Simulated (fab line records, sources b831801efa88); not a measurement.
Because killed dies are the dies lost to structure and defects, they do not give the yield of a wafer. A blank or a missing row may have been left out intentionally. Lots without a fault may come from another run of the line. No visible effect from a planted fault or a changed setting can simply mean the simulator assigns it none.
Which tool did it? / flow gf180mcu / 13 lots, 36 wafers sampled, at 4 steps of a route of 602

== WHAT THE GAUGES SHOWED, per wafer ==
GF_SALICIDE_RS_MEAS_04: the measuring method here is four-point-probe. Usual: SALICIDE_TIN_RS typically reads 16.2 ohm/sq, with standard deviation 0.32.
lot=L594; measured=day 15 01:26; on=film_metro-02; SALICIDE_TIN_RS (ohm/sq)=16.1 16.4 16.1; flag=
lot=L596; measured=day 15 21:05; on=film_metro-03; SALICIDE_TIN_RS (ohm/sq)=16.5 16.4 16.6; flag=
lot=L597; measured=day 16 02:03; on=film_metro-02; SALICIDE_TIN_RS (ohm/sq)=16.4 16.1 16.3; flag=
lot=L598; measured=day 16 23:06; on=film_metro-02; SALICIDE_TIN_RS (ohm/sq)=15.9 15.9 15.7; flag=
lot=L601; measured=day 18 14:28; on=film_metro-03; SALICIDE_TIN_RS (ohm/sq)=15.8 15.8 15.9; flag=
lot=L603; measured=day 19 12:02; on=film_metro-03; SALICIDE_TIN_RS (ohm/sq)=15.7 15.8 15.6; flag=
lot=L604; measured=day 19 12:10; on=film_metro-01; SALICIDE_TIN_RS (ohm/sq)=16.2 16.7 16.5; flag=
lot=L608; measured=day 20 20:32; on=film_metro-03; SALICIDE_TIN_RS (ohm/sq)=18.5 18.4; flag=OFF
lot=L611; measured=day 21 15:52; on=film_metro-02; SALICIDE_TIN_RS (ohm/sq)=18.2 16.7; flag=OFF
lot=L612; measured=day 21 16:53; on=film_metro-01; SALICIDE_TIN_RS (ohm/sq)=16.1 15.9 15.9; flag=
lot=L613; measured=day 22 02:32; on=film_metro-01; SALICIDE_TIN_RS (ohm/sq)=18.2 16.5; flag=OFF
lot=L614; measured=day 22 10:25; on=film_metro-02; SALICIDE_TIN_RS (ohm/sq)=16.5 16.5 16.5; flag=
lot=L615; measured=day 22 18:17; on=film_metro-03; SALICIDE_TIN_RS (ohm/sq)=16.2 16.0 16.0; flag=

== WHAT TOOL EACH LOT RAN ON (gives the tool, then ch and the chambers of the sampled wafers, and finally the start) ==
lot=L594; GF_SAB_ETCH_11=rie_diel-04 ch 0,3, day 15 01:01; GF_SALICIDE_SPUTTER_02=pvd_sputter-03, day 15 01:21; GF_SALICIDE_SPUTTER_03=pvd_sputter-03, day 15 01:23
lot=L596; GF_SAB_ETCH_11=rie_diel-04 ch 0,2, day 15 20:39; GF_SALICIDE_SPUTTER_02=pvd_sputter-02, day 15 20:59; GF_SALICIDE_SPUTTER_03=pvd_sputter-02, day 15 21:01
lot=L597; GF_SAB_ETCH_11=rie_diel-04 ch 0,2, day 16 01:39; GF_SALICIDE_SPUTTER_02=pvd_sputter-03, day 16 02:00; GF_SALICIDE_SPUTTER_03=pvd_sputter-03, day 16 02:02
lot=L598; GF_SAB_ETCH_11=rie_diel-02 ch 2,3, day 16 22:32; GF_SALICIDE_SPUTTER_02=pvd_sputter-03, day 16 23:02; GF_SALICIDE_SPUTTER_03=pvd_sputter-03, day 16 23:04
lot=L601; GF_SAB_ETCH_11=rie_diel-01 ch 0,3, day 18 14:05; GF_SALICIDE_SPUTTER_02=pvd_sputter-03, day 18 14:25; GF_SALICIDE_SPUTTER_03=pvd_sputter-03, day 18 14:27
lot=L603; GF_SAB_ETCH_11=rie_diel-02 ch 0,2,3, day 19 11:38; GF_SALICIDE_SPUTTER_02=pvd_sputter-03, day 19 11:58; GF_SALICIDE_SPUTTER_03=pvd_sputter-03, day 19 12:00
lot=L604; GF_SAB_ETCH_11=rie_diel-01 ch 0,1, day 19 11:43; GF_SALICIDE_SPUTTER_02=pvd_sputter-02, day 19 12:03; GF_SALICIDE_SPUTTER_03=pvd_sputter-02, day 19 12:05
lot=L608; GF_SAB_ETCH_11=rie_diel-02 ch 0,2, day 20 20:09; GF_SALICIDE_SPUTTER_02=pvd_sputter-02, day 20 20:29; GF_SALICIDE_SPUTTER_03=pvd_sputter-02, day 20 20:31
lot=L611; GF_SAB_ETCH_11=rie_diel-02 ch 0,3, day 21 15:29; GF_SALICIDE_SPUTTER_02=pvd_sputter-02, day 21 15:49; GF_SALICIDE_SPUTTER_03=pvd_sputter-02, day 21 15:51
lot=L612; GF_SAB_ETCH_11=rie_diel-04 ch 0,2,3, day 21 16:26; GF_SALICIDE_SPUTTER_02=pvd_sputter-03, day 21 16:46; GF_SALICIDE_SPUTTER_03=pvd_sputter-03, day 21 16:48
lot=L613; GF_SAB_ETCH_11=rie_diel-01 ch 0,2, day 22 01:56; GF_SALICIDE_SPUTTER_02=pvd_sputter-02, day 22 02:26; GF_SALICIDE_SPUTTER_03=pvd_sputter-02, day 22 02:28
lot=L614; GF_SAB_ETCH_11=rie_diel-04 ch 0,1,3, day 22 09:59; GF_SALICIDE_SPUTTER_02=pvd_sputter-04, day 22 10:22; GF_SALICIDE_SPUTTER_03=pvd_sputter-04, day 22 10:24
lot=L615; GF_SAB_ETCH_11=rie_diel-04 ch 1,3, day 22 17:53; GF_SALICIDE_SPUTTER_02=pvd_sputter-03, day 22 18:13; GF_SALICIDE_SPUTTER_03=pvd_sputter-03, day 22 18:15
- GF_SAB_ETCH_11: etches SiO2 in C4F8/O2/Ar, target depth 55 nm, time 8.5 s.
- GF_SALICIDE_SPUTTER_02: material Co, target thk 10 nm, time 20 s.
- GF_SALICIDE_SPUTTER_03: material TiN, target thk 20 nm, time 16.7 s.

== WHAT THE TOOLS THEMSELVES READ (means of the sampled wafers that have a number; where no wafer has one, the mark that the record gives instead) ==
GF_SAB_ETCH_11. Usual: 0.997 a.u. for oes_product_au, sd 0.0091.
lot=L594; tool=rie_diel-04; oes_product_au (a.u.)=0.990; flag=
lot=L596; tool=rie_diel-04; oes_product_au (a.u.)=0.994; flag=
lot=L597; tool=rie_diel-04; oes_product_au (a.u.)=0.990; flag=
lot=L598; tool=rie_diel-02; oes_product_au (a.u.)=0.998; flag=
lot=L601; tool=rie_diel-01; oes_product_au (a.u.)=0.992; flag=
lot=L603; tool=rie_diel-02; oes_product_au (a.u.)=0.999; flag=
lot=L604; tool=rie_diel-01; oes_product_au (a.u.)=0.999; flag=
lot=L608; tool=rie_diel-02; oes_product_au (a.u.)=0.988; flag=
lot=L611; tool=rie_diel-02; oes_product_au (a.u.)=0.986; flag=
lot=L612; tool=rie_diel-04; oes_product_au (a.u.)=0.991; flag=
lot=L613; tool=rie_diel-01; oes_product_au (a.u.)=1.000; flag=
lot=L614; tool=rie_diel-04; oes_product_au (a.u.)=0.997; flag=
lot=L615; tool=rie_diel-04; oes_product_au (a.u.)=0.989; flag=

GF_SALICIDE_SPUTTER_02. Usual: chamber_pressure_pa 0.4000 Pa, standard deviation 0.00084; throttle_valve_pct 29.8 %, standard deviation 0.68.
lot=L594; tool=pvd_sputter-03; chamber_pressure_pa (Pa)=0.3998; throttle_valve_pct (%)=29.9; flag=
lot=L596; tool=pvd_sputter-02; chamber_pressure_pa (Pa)=0.4011; throttle_valve_pct (%)=29.8; flag=
lot=L597; tool=pvd_sputter-03; chamber_pressure_pa (Pa)=0.4004; throttle_valve_pct (%)=30.1; flag=
lot=L598; tool=pvd_sputter-03; chamber_pressure_pa (Pa)=0.3998; throttle_valve_pct (%)=29.8; flag=
lot=L601; tool=pvd_sputter-03; chamber_pressure_pa (Pa)=0.4002; throttle_valve_pct (%)=30.0; flag=
lot=L603; tool=pvd_sputter-03; chamber_pressure_pa (Pa)=0.4003; throttle_valve_pct (%)=29.8; flag=
lot=L604; tool=pvd_sputter-02; chamber_pressure_pa (Pa)=0.3996; throttle_valve_pct (%)=29.9; flag=
lot=L608; tool=pvd_sputter-02; chamber_pressure_pa (Pa)=0.4002; throttle_valve_pct (%)=29.5; flag=
lot=L611; tool=pvd_sputter-02; chamber_pressure_pa (Pa)=0.4001; throttle_valve_pct (%)=29.4; flag=
lot=L612; tool=pvd_sputter-03; chamber_pressure_pa (Pa)=0.3996; throttle_valve_pct (%)=30.0; flag=
lot=L613; tool=pvd_sputter-02; chamber_pressure_pa (Pa)=0.4002; throttle_valve_pct (%)=29.8; flag=
lot=L614; tool=pvd_sputter-04; chamber_pressure_pa (Pa)=0.3997; throttle_valve_pct (%)=29.3; flag=
lot=L615; tool=pvd_sputter-03; chamber_pressure_pa (Pa)=0.3997; throttle_valve_pct (%)=30.5; flag=

GF_SALICIDE_SPUTTER_03. Usual: chamber_pressure_pa 0.4000 Pa, standard deviation 0.00084; throttle_valve_pct 29.7 %, standard deviation 0.67.
lot=L594; tool=pvd_sputter-03; chamber_pressure_pa (Pa)=0.3993; throttle_valve_pct (%)=29.7; flag=
lot=L596; tool=pvd_sputter-02; chamber_pressure_pa (Pa)=0.4001; throttle_valve_pct (%)=29.8; flag=
lot=L597; tool=pvd_sputter-03; chamber_pressure_pa (Pa)=0.4005; throttle_valve_pct (%)=29.9; flag=
lot=L598; tool=pvd_sputter-03; chamber_pressure_pa (Pa)=0.4002; throttle_valve_pct (%)=30.0; flag=
lot=L601; tool=pvd_sputter-03; chamber_pressure_pa (Pa)=0.3999; throttle_valve_pct (%)=30.0; flag=
lot=L603; tool=pvd_sputter-03; chamber_pressure_pa (Pa)=0.3999; throttle_valve_pct (%)=29.7; flag=
lot=L604; tool=pvd_sputter-02; chamber_pressure_pa (Pa)=0.3998; throttle_valve_pct (%)=29.6; flag=
lot=L608; tool=pvd_sputter-02; chamber_pressure_pa (Pa)=0.4001; throttle_valve_pct (%)=29.7; flag=
lot=L611; tool=pvd_sputter-02; chamber_pressure_pa (Pa)=0.4000; throttle_valve_pct (%)=29.7; flag=
lot=L612; tool=pvd_sputter-03; chamber_pressure_pa (Pa)=0.3998; throttle_valve_pct (%)=29.9; flag=
lot=L613; tool=pvd_sputter-02; chamber_pressure_pa (Pa)=0.4001; throttle_valve_pct (%)=29.6; flag=
lot=L614; tool=pvd_sputter-04; chamber_pressure_pa (Pa)=0.4002; throttle_valve_pct (%)=29.3; flag=
lot=L615; tool=pvd_sputter-03; chamber_pressure_pa (Pa)=0.4004; throttle_valve_pct (%)=30.6; flag=

== THE ANSWER, worked out from the rows above alone ==
Rule: a lot is off if the mean of its wafers that have a number lies more than 3 standard deviations from the usual mean. A lot without any number at a reading at which 4 lots or more have one is off too. The other lots that the step has rows for count as sound. After the gauges, taken in route order, come the tools' own readings; for these a lot's mean is taken, as printed above. At the first step where some lot is off, the reading lying furthest off is the one used; lots without a number count as furthest.
Off: at GF_SALICIDE_RS_MEAS_04 (SALICIDE_TIN_RS), L608, L611, L613.
A tool fits if, at a process step before that reading, it ran every lot that is off, and no sound lot after the first of them. Gauges at GF_SALICIDE_RS_MEAS_04: tried the same way as those tools. One fits: GF_SALICIDE_SPUTTER_02 and GF_SALICIDE_SPUTTER_03 on pvd_sputter-02. At GF_SALICIDE_SPUTTER_02 its last sound lot is L604 (day 19 12:03), its first lot that is off L608 (day 20 20:29): a fault that began between those two fits.

== WHAT THE SIMULATOR HAD INSERTED ==
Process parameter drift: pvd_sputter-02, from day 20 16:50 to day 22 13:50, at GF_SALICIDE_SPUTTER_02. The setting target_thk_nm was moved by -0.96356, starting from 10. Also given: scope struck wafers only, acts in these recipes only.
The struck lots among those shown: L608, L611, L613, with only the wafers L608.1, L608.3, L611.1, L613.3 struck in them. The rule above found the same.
